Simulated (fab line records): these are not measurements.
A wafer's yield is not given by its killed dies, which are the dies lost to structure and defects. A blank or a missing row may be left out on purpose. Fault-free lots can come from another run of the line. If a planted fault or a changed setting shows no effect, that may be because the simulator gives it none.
A lot that was struck, set against a sound lot    flow sky130    14 out of 708 route steps
Sound: wafers L684.2, L684.3, L684.6. The struck wafers were L695.1, L695.2, L695.4. The cause comes at the end.
Each step with rows lists, per side, the tool, then ch with its chambers, then its first start. Under that, the readings that differ: sound wafers    struck wafers    difference of the means    sigmas: that difference in standard deviations of wafers without a fault.
alike: words and numbers the same on both sides, and readings whose means are apart by under 2 such deviations; not compared: readings that were withheld, readings missing a value for some wafer, numbers with overlapping values and no deviation given by the record, and bounds like >300 which may hide the same value.
Wherever a step has rows on one side only, a row that says differs or no value, or a row with sigmas, the two part there. Numbers that don't overlap but have no deviation are shown without sigmas and don't part them. A reading that every wafer of one side lacks parts them only if that side has two wafers or more.

SKY_METAL5_STRIP_16: strips in O2/N2.
  sound on plasma asher-01 ch 0,1, day 45 17:11; struck on plasma asher-02 ch 0,1, day 48 02:55
  alike: chamber pressure mTorr, drypump motor current A, oes product au, strip time to endpoint s
  not compared: rf hours counter h
then, 3 steps without rows for these wafers: SKY_METAL5_STRIP_17 (strips in post etch residue remover, time 1200 s); SKY_METAL5_CLEAN_18 (cleans in IPA, time 180 s); SKY_METAL5_CLEAN_19 (cleans in O3/DIW).
SKY_PASSIVATION_CVD_00: deposits SiO2, target thk 90 nm.
  sound on pecvd-04 ch 1,2, day 45 17:46; struck on pecvd-02 ch 0,2, day 48 03:41
  alike: heater power outer w, heater power w, susceptor temp C
SKY_PASSIVATION_THK_MEAS_01:
  sound on film metro-01, day 45 17:49; struck on film metro-02, day 48 03:42
  alike: PASSIVATION_CVD_00_THK
SKY_PASSIVATION_CVD_02: deposits Si3N4, target thk 540 nm.
  sound on pecvd-02 ch 0,1,2, day 45 17:52; struck on pecvd-01 ch 0,2, day 48 03:46
  alike: heater power outer w, heater power w, susceptor temp C
SKY_PASSIVATION_THK_MEAS_03:
  sound on film metro-04, day 45 18:05; struck on film metro-04, day 48 03:59
  alike: PASSIVATION_CVD_02_THK
then, 4 steps without rows for these wafers: SKY_PASSIVATION_DEHYDRATE_04 (time 60 s); SKY_PASSIVATION_HMDS_05 (prime time 60 s); SKY_PASSIVATION_COAT_06 (resist thk 3000 nm); SKY_PASSIVATION_SOFTBAKE_07.
SKY_PASSIVATION_EXPOSE_08: exposes mask NSM, target cd 3000 nm.
  sound on iline stepper-02 ch 0, day 46 04:26; struck on iline stepper-02, day 48 13:00
  no value came back on the struck wafers for exposure dose mJ cm2, focus offset nm (nm); on the sound wafers exposure dose mJ cm2 reads 260.10 259.30 260.03
  alike: mask
after that, 1 step had no rows for these wafers: SKY_PASSIVATION_PEB_09.

WHERE THEY PART
SKY_PASSIVATION_EXPOSE_08 only, going by this record.

WHY: whatever the simulator had introduced
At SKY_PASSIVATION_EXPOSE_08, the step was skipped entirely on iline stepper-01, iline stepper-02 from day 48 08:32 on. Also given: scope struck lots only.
